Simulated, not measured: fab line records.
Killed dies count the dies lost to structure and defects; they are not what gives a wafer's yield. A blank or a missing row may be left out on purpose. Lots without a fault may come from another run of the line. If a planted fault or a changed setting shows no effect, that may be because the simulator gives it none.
fab line records	flow sky130
record lots=14	wafers=42	lastDay=51
route steps=708 shown CONTACT@406 METAL1@438 VIA1@461
lots that met no fault: from a run of the same line without faults
startH: the number of hours between the record's first day and the start of the first shown wafer of the lot	waitH: hours from the lot's prior step to this one	" as in the row above	L1.1+2: a single row standing in for several wafers	- no value present, or no start provided	* or withheld: withheld	< > ~ a bound
route shown NAME@n: a module of which the file shows steps, and the number in the route of the first	usual: average and standard deviation across the fault-free wafers	same: alike in all rows	chamber/n: place in a boat	sites: per-site readings	_std_site: how widely they spread, as a standard deviation	_edge_site: inner sites' mean taken away from outer sites' mean	radiusMm: how far each site lies from the wafer's centre	mask NAME#n: copy n	behind: the last tool/chamber to shape the wafer	hold: why the lot went on hold/how many hours it stayed there/how the hold came to an end	device: the n, p or np transistor that did not switch	end of line: the tests these same wafers got at the end of their route	a step without rows: its recipe alone	killed: at the first sort, the dies lost to defects and structure; wafer yield is something else	map: a wafer's dies, x killed, . not, _ none there
set.NAME: the setting as run; set.NAME@STEP: as run at that earlier step	model.NAME: the simulator's own value behind a step, which no gauge read
the route's steps for a sample of lots (tables are steps, rows are wafers)
services: a tool's chamber out of use, with start hour (startH, from the record's first day; less than 0 if before it), hours out, and reason
## steps
# step SKY_CONTACT_CVD_00
# recipe material=Si3N4	targetThkNm=75	tempC=400	timeS=withheld	rfW=450
# usual heaterPowerW=781/150
lot.wafer	tool	chamber	startH	waitH	heaterPowerW
L200.1	pecvd-04	2	745.08	0.0	1047
L200.3	"	1	"	"	760
L200.5	"	2	"	"	1052
L201.1	pecvd-04	2	764.57	0.0	1091
L201.5	"	2	"	"	1115
L201.6	"	1	"	"	688
L203.2	pecvd-03	1	771.52	0.0	898
L203.5	"	0	"	"	726
L203.6	"	1	"	"	884
L204.2	pecvd-04	0	775.58	0.0	727
L204.4	"	1	"	"	818
L204.5	"	2	"	"	1148
L207.1	pecvd-03	1	803.34	0.0	926
L207.5	"	1	"	"	932
L207.6	"	2	"	"	677
L209.1	pecvd-04	2	825.67	0.0	1142
L209.3	"	0	"	"	730
L209.4	"	2	"	"	936
L213.1	pecvd-04	2	851.66	0.0	1095
L213.2	"	0	"	"	650
L213.3	"	1	"	"	768
L214.4	pecvd-03	0	855.64	0.0	803
L214.5	"	2	"	"	796
L214.6	"	0	"	"	626
L215.2	pecvd-03	0	862.07	0.0	715
L215.3	"	0	"	"	724
L215.6	"	2	"	"	656
L216.4	pecvd-01	0	863.04	0.0	573
L216.5	"	2	"	"	821
L216.6	"	1	"	"	638
L218.3	pecvd-03	0	881.66	0.0	705
L218.5	"	0	"	"	704
L218.6	"	1	"	"	903
L219.1	pecvd-03	0	895.92	0.0	699
L219.4	"	0	"	"	687
L219.5	"	1	"	"	876
L220.2	pecvd-01	0	897.72	0.0	649
L220.4	"	1	"	"	618
L220.5	"	2	"	"	717
L221.2	pecvd-04	2	906.40	0.0	1090
L221.5	"	2	"	"	1101
L221.6	"	0	"	"	719
# step SKY_CONTACT_ETCH_16
# recipe chemistry=N2/H2	target=BARC	ionEnergyEv=200	sourceW=500	biasW=100	pressureMtorr=30	n2FlowSccm=100	h2FlowSccm=200	stopOn=SiO2	timeS=45.9	targetDepthA=600
# usual drypumpMotorCurrentA=5.7/0.4	oesProductAu=0.855/0.0046	throttleValvePct=13.226/0.0089
lot.wafer	tool	chamber	startH	waitH	drypumpMotorCurrentA	oesProductAu	rfHoursCounterH	throttleValvePct
L200.1	rieDiel-01	0	773.77	0.0	5.8	0.860	11	13.224
L200.3	"	3	"	"	5.9	0.866	20	13.213
L200.5	"	0	"	"	5.8	0.856	-	13.214
L201.1	rieDiel-02	0	792.96	0.0	5.2	0.860	22	13.223
L201.5	"	0	"	"	5.2	0.856	-	13.240
L201.6	"	1	"	"	5.6	0.851	-	13.226
L203.2	rieDiel-04	2	800.07	0.0	5.5	0.861	19	13.221
L203.5	"	0	"	"	5.3	0.858	-	13.221
L203.6	"	3	"	"	6.2	0.848	-	13.221
L204.2	rieDiel-04	2	804.07	0.0	5.5	0.853	19	13.209
L204.4	"	1	"	"	5.9	0.863	23	13.229
L204.5	"	1	"	"	5.9	0.848	-	13.227
L207.1	rieDiel-04	2	831.12	0.0	5.5	0.843	20	13.227
L207.5	"	2	"	"	5.5	0.859	-	13.240
L207.6	"	1	"	"	5.9	0.852	-	13.234
L209.1	rieDiel-04	1	853.77	0.0	5.9	0.849	25	13.221
L209.3	"	2	"	"	5.5	0.857	21	13.226
L209.4	"	3	"	"	6.2	0.852	17	13.240
L213.1	rieDiel-04	2	879.37	0.0	5.5	0.846	21	13.216
L213.2	"	0	"	"	5.4	0.853	9	13.219
L213.3	"	1	"	"	5.9	0.865	25	13.224
L214.4	rieDiel-04	2	882.07	0.0	5.5	0.855	22	13.220
L214.5	"	2	"	"	5.5	0.854	-	13.234
L214.6	"	3	"	"	6.2	0.854	-	13.220
L215.2	rieDiel-01	2	888.81	0.0	5.5	0.854	3	13.226
L215.3	"	0	"	"	5.8	0.849	14	13.241
L215.6	"	3	"	"	5.9	0.860	-	13.241
L216.4	rieDiel-01	3	890.22	0.0	5.9	0.857	24	13.233
L216.5	"	1	"	"	4.9	0.861	-	13.221
L216.6	"	2	"	"	5.5	0.855	-	13.225
L218.3	rieDiel-02	0	908.72	0.0	5.3	0.854	26	13.215
L218.5	"	1	"	"	5.5	0.856	-	13.223
L218.6	"	2	"	"	6.5	0.854	-	13.229
L219.1	rieDiel-04	3	923.22	0.0	6.2	0.849	19	13.237
L219.4	"	1	"	"	5.9	0.855	27	13.242
L219.5	"	0	"	"	5.3	0.862	-	13.216
L220.2	rieDiel-02	0	924.07	0.0	5.3	0.857	27	13.225
L220.4	"	1	"	"	5.5	0.858	10	13.205
L220.5	"	2	"	"	6.5	0.860	-	13.227
L221.2	rieDiel-02	2	932.46	0.0	6.5	0.855	4	13.226
L221.5	"	3	"	"	6.1	0.857	-	13.231
L221.6	"	1	"	"	5.5	0.857	-	13.231
# step SKY_METAL1_SPUTTER_04
# recipe material=TiN	targetThkNm=70	powerW=6500	timeS=58.3	chamberPressurePa=0.4
# usual cathodeDcPowerW=6500.0/1.3	chamberPressurePa=0.3999/0.00077	throttleValvePct=30.0/0.73
lot.wafer	tool	chamber	startH	waitH	cathodeDcPowerW	chamberPressurePa	throttleValvePct
L200.1	pvdSputter-04	-	775.24	0.0	6500.2	0.4014	30.7
L200.3	"	-	"	"	6498.3	0.3999	29.3
L200.5	"	-	"	"	6500.0	0.4015	30.9
L201.1	pvdSputter-04	-	794.43	0.0	6499.9	0.4015	29.5
L201.5	"	-	"	"	6500.5	0.3990	28.9
L201.6	"	-	"	"	6501.5	0.4009	29.1
L203.2	pvdSputter-04	-	801.54	0.0	6498.8	0.4007	28.5
L203.5	"	-	"	"	6500.9	0.3995	30.5
L203.6	"	-	"	"	6499.4	0.4010	29.0
L204.2	pvdSputter-02	-	805.54	0.0	6502.2	0.3992	30.7
L204.4	"	-	"	"	6499.3	0.3992	29.9
L204.5	"	-	"	"	6498.7	0.3993	30.2
L207.1	pvdSputter-02	-	832.63	0.0	6499.8	0.4001	30.7
L207.5	"	-	"	"	6502.6	0.4006	31.0
L207.6	"	-	"	"	6499.4	0.3995	30.3
L209.1	pvdSputter-03	-	855.24	0.0	6500.6	0.4001	29.4
L209.3	"	-	"	"	6499.1	0.3998	30.4
L209.4	"	-	"	"	6498.7	0.3990	30.9
L213.1	pvdSputter-02	-	880.91	0.0	6499.6	0.4012	30.4
L213.2	"	-	"	"	6500.8	0.3995	30.2
L213.3	"	-	"	"	6497.7	0.4006	30.7
L214.4	pvdSputter-04	-	883.79	0.0	-	-	-
L214.5	"	-	"	"	-	-	-
L214.6	"	-	"	"	-	-	-
L215.2	pvdSputter-04	-	890.37	0.0	-	-	-
L215.3	"	-	"	"	-	-	-
L215.6	"	-	"	"	-	-	-
L216.4	pvdSputter-03	-	891.76	0.0	6500.0	0.3995	29.7
L216.5	"	-	"	"	6500.0	0.4007	30.4
L216.6	"	-	"	"	6500.1	0.4011	29.6
L218.3	pvdSputter-04	-	910.23	0.0	6501.3	0.3982	30.8
L218.5	"	-	"	"	6500.2	0.3997	31.0
L218.6	"	-	"	"	6500.1	0.3993	30.3
L219.1	pvdSputter-04	-	924.72	0.0	6499.3	0.3986	30.9
L219.4	"	-	"	"	6498.2	0.3991	29.3
L219.5	"	-	"	"	6500.3	0.4010	30.6
L220.2	pvdSputter-03	-	925.58	0.0	6499.4	0.4005	30.9
L220.4	"	-	"	"	6500.6	0.3985	30.2
L220.5	"	-	"	"	6500.9	0.4003	29.3
L221.2	pvdSputter-02	-	933.95	0.0	6500.0	0.4002	30.0
L221.5	"	-	"	"	6500.5	0.4006	31.0
L221.6	"	-	"	"	6500.2	0.4007	30.0
# step SKY_METAL1_THK_MEAS_06
# recipe thkMeasGauge=xrf	reads=AlCu_of_METAL1_SPUTTER_02
# usual METAL1_ALCU_THK=255/3.3
lot.wafer	tool	chamber	startH	waitH	METAL1_ALCU_THK[nm]
L200.1	filmMetro-01	-	775.41	0.1	259
L200.3	"	-	"	"	254
L200.5	"	-	"	"	259
L201.1	filmMetro-03	-	794.60	0.1	254
L201.5	"	-	"	"	256
L201.6	"	-	"	"	250
L203.2	filmMetro-03	-	801.72	0.1	256
L203.5	"	-	"	"	256
L203.6	"	-	"	"	253
L204.2	filmMetro-02	-	805.72	0.1	261
L204.4	"	-	"	"	257
L204.5	"	-	"	"	258
L207.1	filmMetro-01	-	832.80	0.1	247
L207.5	"	-	"	"	244
L207.6	"	-	"	"	252
L209.1	filmMetro-03	-	855.41	0.1	259
L209.3	"	-	"	"	256
L209.4	"	-	"	"	258
L213.1	filmMetro-03	-	881.08	0.1	259
L213.2	"	-	"	"	258
L213.3	"	-	"	"	257
L214.4	filmMetro-01	-	883.97	0.1	293
L214.5	"	-	"	"	290
L214.6	"	-	"	"	289
L215.2	filmMetro-01	-	890.55	0.1	290
L215.3	"	-	"	"	291
L215.6	"	-	"	"	293
L216.4	filmMetro-01	-	891.96	0.1	256
L216.5	"	-	"	"	256
L216.6	"	-	"	"	258
L218.3	filmMetro-01	-	910.42	0.1	256
L218.5	"	-	"	"	259
L218.6	"	-	"	"	256
L219.1	filmMetro-03	-	924.89	0.1	256
L219.4	"	-	"	"	254
L219.5	"	-	"	"	256
L220.2	filmMetro-03	-	925.76	0.1	251
L220.4	"	-	"	"	247
L220.5	"	-	"	"	254
L221.2	filmMetro-02	-	934.13	0.1	256
L221.5	"	-	"	"	253
L221.6	"	-	"	"	257
# step SKY_VIA1_BOW_MEAS_03
# recipe mode=bow
# usual VIA1_BOW=79/6.3
lot.wafer	tool	chamber	startH	waitH	VIA1_BOW[um]
L200.1	filmMetro-04	-	804.90	0.1	85
L200.3	"	-	"	"	86
L200.5	"	-	"	"	75
L201.1	filmMetro-02	-	823.47	0.2	74
L201.5	"	-	"	"	73
L201.6	"	-	"	"	82
L203.2	filmMetro-01	-	830.03	0.3	83
L203.5	"	-	"	"	71
L203.6	"	-	"	"	75
L204.2	filmMetro-04	-	834.42	0.2	68
L204.4	"	-	"	"	71
L204.5	"	-	"	"	74
L207.1	filmMetro-04	-	860.82	0.2	74
L207.5	"	-	"	"	73
L207.6	"	-	"	"	66
L209.1	filmMetro-02	-	883.08	0.2	85
L209.3	"	-	"	"	81
L209.4	"	-	"	"	71
L213.1	filmMetro-01	-	908.40	0.1	73
L213.2	"	-	"	"	89
L213.3	"	-	"	"	73
L216.4	filmMetro-01	-	919.14	0.3	76
L216.5	"	-	"	"	93
L216.6	"	-	"	"	80
L218.3	filmMetro-01	-	937.01	0.2	79
L218.5	"	-	"	"	80
L218.6	"	-	"	"	77
L219.1	filmMetro-02	-	951.11	0.1	75
L219.4	"	-	"	"	76
L219.5	"	-	"	"	73
L220.2	filmMetro-01	-	952.10	0.2	83
L220.4	"	-	"	"	74
L220.5	"	-	"	"	75
L221.2	filmMetro-04	-	960.61	0.1	80
L221.5	"	-	"	"	80
L221.6	"	-	"	"	88
## services
tool	chamber	startH	hours	kind
pecvd-04	1	729.56	3.1	repair
pecvd-01	2	734.63	6.2	repair
pvdSputter-03	-	739.10	17.8	repair
rieDiel-04	0	744.00	1.5	repair
pecvd-04	-	751.01	3.3	repair
pecvd-01	-	752.10	4.6	repair
pecvd-03	1	758.57	2.0	repair
pvdSputter-04	1	758.73	-	consumableReplace:kit
pvdSputter-04	1	758.73	18.0	scheduledDown
pvdSputter-04	1	758.73	18.0	ventCycle
rieDiel-04	0	761.38	2.3	repair
pecvd-04	2	778.00	4.9	repair
pvdSputter-02	-	792.20	2.2	repair
pvdSputter-04	-	805.07	0.9	repair
rieDiel-01	-	814.32	1.2	repair
rieDiel-02	3	841.46	3.8	repair
pecvd-01	0	849.50	4.7	repair
rieDiel-01	-	850.39	0.8	repair
pecvd-01	2	854.95	6.8	repair
pvdSputter-02	-	863.18	4.3	repair
rieDiel-02	-	865.08	0.2	repair
pvdSputter-04	0	875.01	-	consumableReplace:kit
pecvd-01	-	919.76	14.6	pm
rieDiel-01	3	924.23	2.2	repair
## key
firstSign step=SKY_METAL1_SPUTTER_04	reading=toolRecord	direction=missing
effect step=SKY_METAL1_THK_MEAS_06	reading=METAL1_ALCU_THK	direction=up	sigmas=11	usual=255	struck=291
metAt SKY_METAL1_SPUTTER_04
struckLots L214,L215
laterRowsLeftOut L214.4,L214.5,L214.6,L215.2,L215.3,L215.6
sortLeftOut L214.4,L214.5,L214.6,L215.2,L215.3,L215.6
notActingAt SKY_CONTACT_CVD_00,SKY_CONTACT_ETCH_16,SKY_VIA1_BOW_MEAS_03
onsetBetween 801.54 883.79
fault kind=skippedStepWhole	tool=pvdSputter-04	chamber=-	onsetH=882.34	steps=SKY_METAL1_SPUTTER_04	scope=struckLotsOnly
# sortLeftOut: the simulated sort isn't trusted on such a fault, so these wafers' sort isn't shown, and their yield isn't known
# laterRowsLeftOut: the simulator's readings of these wafers behind a module that went badly wrong aren't trusted and aren't shown, but for the sort
